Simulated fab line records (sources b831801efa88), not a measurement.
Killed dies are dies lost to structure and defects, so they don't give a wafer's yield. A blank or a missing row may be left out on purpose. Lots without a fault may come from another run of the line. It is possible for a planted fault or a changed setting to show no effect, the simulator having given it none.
Split-lot study | flow sfqLine | 5 lots, 23 wafers read, on a route of 325 steps

## SPLIT DETAILS
At SFQ_TRILAYER_M8_DEP_EVAP_198 (material Pt, target thk 50 nm, time 250 s), the setting timeS was moved away from the recipe's 250 s on 11 of the 23 wafers read, by -13.1% to +10.6%. For the rest of the wafers, this setting stayed at what the recipe calls for.

The split's own step is where the reading is taken.

## THE READING
Pt_of_TRILAYER_M8_DEP_EVAP_198.thkNm (the simulator's own value, which no gauge read), in nm, at SFQ_TRILAYER_M8_DEP_EVAP_198 (material Pt, target thk 50 nm, time 250 s). The file gives no usual value for it. Across the 12 wafers here that went through the recipe, the average is 49.92 nm and the standard deviation 0.46 nm.

wafer  | tool, chamber at the split | timeS as run, s | against the recipe | Pt_of_TRILAYER_M8_DEP_EVAP_198.thkNm, nm | against lot-mates on the recipe
L075.2 | pvdSputter-01, -           | 260.6           | +4.2%              | 51.57                                    | +2.25
L075.3 | pvdSputter-01, -           | 250             | recipe             | 49.35                                    | -
L075.4 | pvdSputter-01, -           | 250             | recipe             | 49.39                                    | -
L075.5 | pvdSputter-01, -           | 260.6           | +4.2%              | 50.98                                    | +1.66
L075.6 | pvdSputter-01, -           | 250             | recipe             | 49.23                                    | -
L076.1 | pvdSputter-02, -           | 250             | recipe             | 50.79                                    | -
L076.2 | pvdSputter-02, -           | 250             | recipe             | 50.64                                    | -
L076.3 | pvdSputter-02, -           | 276.4           | +10.6%             | 55.51                                    | +4.79
L076.4 | pvdSputter-02, -           | 276.4           | +10.6%             | 55.77                                    | +5.05
L076.5 | pvdSputter-02, -           | 276.4           | +10.6%             | 56.04                                    | +5.32
L080.1 | pvdSputter-02, -           | 272.4           | +9.0%              | 54.47                                    | +4.50
L080.2 | pvdSputter-02, -           | 250             | recipe             | 50.15                                    | -
L080.3 | pvdSputter-02, -           | 250             | recipe             | 49.8                                     | -
L080.4 | pvdSputter-02, -           | 272.4           | +9.0%              | 54.52                                    | +4.55
L080.5 | pvdSputter-02, -           | 272.4           | +9.0%              | 54.3                                     | +4.33
L082.1 | pvdSputter-01, -           | 217.3           | -13.1%             | 43.33                                    | -6.53
L082.3 | pvdSputter-01, -           | 250             | recipe             | 49.79                                    | -
L082.4 | pvdSputter-01, -           | 250             | recipe             | 49.94                                    | -
L082.5 | pvdSputter-01, -           | 217.3           | -13.1%             | 43.35                                    | -6.51
L082.6 | pvdSputter-01, -           | 217.3           | -13.1%             | 43.16                                    | -6.70
L085.1 | pvdSputter-01, -           | 250             | recipe             | 50.16                                    | -
L085.2 | pvdSputter-01, -           | 250             | recipe             | 49.87                                    | -
L085.6 | pvdSputter-01, -           | 250             | recipe             | 49.91                                    | -

THE FIT
A straight line over all 23 wafers: Pt_of_TRILAYER_M8_DEP_EVAP_198.thkNm changes by +0.515 nm for each +1% of timeS; r = +0.99; the points scatter about the line by 0.48 nm.
The same after taking each lot's own level away (the mean of its wafers on the recipe; 23 wafers): +0.495 nm for each +1%; r = +1.00; scatter 0.17 nm.
Per that fit: largest timeS move, reading shift of 6.5 nm.
The span of the lots' own levels, 49.323 to 50.715 nm, comes to 3.0 times the standard deviation stated above.
Consequently the slope shifts little with the lot-to-lot level, the two slopes agreeing.
Check: with one of the wafers moved furthest among these (-13.1%) left out of the fit, the line predicts -6.51 nm for it against its lot-mates. Against them it came out at -6.53 nm.

## ADDITIONAL SPLITS CARRIED BY THESE WAFERS
Note: prior to the reading, these wafers also went through further splits. Each is held against what the fit with the lots' levels taken away leaves over:
other split on the same wafers                   | wafers away from the commonest value | r with Pt_of_TRILAYER_M8_DEP_EVAP_198.thkNm (lot level and that fit taken away)
SFQ_TRILAYER_I6_VIA_BARC_OPEN_VIA_ETCH_235 timeS | 11                                   | -0.05
SFQ_TRILAYER_M7_LITHO_COAT_182 spinRpm           | 8                                    | -0.09
SFQ_TRILAYER_M7_ETCH_METAL_ETCH_180 icpW         | 10                                   | +0.11
SFQ_TRILAYER_I7_VIA_LITHO_PEB_190 pebTimeS       | 7                                    | -0.34
SFQ_TRILAYER_M8_LITHO_COAT_193 spinRpm           | 10                                   | -0.30

## FILE'S OWN FIT
Pt_of_TRILAYER_M8_DEP_EVAP_198.thkNm changes by +0.493 nm for each +1% of timeS, r = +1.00.
